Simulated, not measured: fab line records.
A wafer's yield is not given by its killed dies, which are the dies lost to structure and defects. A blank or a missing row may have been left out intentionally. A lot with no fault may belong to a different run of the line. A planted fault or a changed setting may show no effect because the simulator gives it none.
The tool behind it: which one?    flow gf180mcu    21 wafers sampled from 7 lots at 1 step of a route of 602

WHAT THE GAUGES READ, wafer by wafer
GF_STI_CD_MEAS_12: target cd 220 nm.
lot   measured     on         cd-nm (nm)
L712  day 2 13:14  cd-sem-02  221.8 221.7 221.7
L714  day 2 21:16  cd-sem-02  220.7 220.6 220.2
L716  day 3 08:34  cd-sem-02  222.2 222.3 222.9
L724  day 5 02:35  cd-sem-02  219.3 221.5 221.1
L727  day 5 17:02  cd-sem-02  219.1 219.0 218.8
L730  day 6 10:03  cd-sem-02  220.1 220.0 219.6
L732  day 6 18:19  cd-sem-02  220.1 219.2 219.9

WHICH TOOL RAN EACH LOT (tool, then ch and the chambers of the sampled wafers, then the start)
The record holds no process step before these readings.

THE ANSWER, worked out from the rows above alone
Rule: usual is defined by the lots themselves. Put in order of their means at a reading, lots are off if they are a third of the lots or fewer, leave a main group of 4 or more, and stand apart from it by a gap of 3 or more times the standard deviation of the main group's means; of several such gaps the widest counts. The tables above print the reading to a certain number of digits; a main group whose means all agree to those digits is not used. A lot without any number at a reading at which 4 lots or more have one is off too. The other lots that the step has rows for count as sound.
None of the lots is off at any reading shown; this tells nothing.

WHAT HAD BEEN PUT IN BY THE SIMULATOR
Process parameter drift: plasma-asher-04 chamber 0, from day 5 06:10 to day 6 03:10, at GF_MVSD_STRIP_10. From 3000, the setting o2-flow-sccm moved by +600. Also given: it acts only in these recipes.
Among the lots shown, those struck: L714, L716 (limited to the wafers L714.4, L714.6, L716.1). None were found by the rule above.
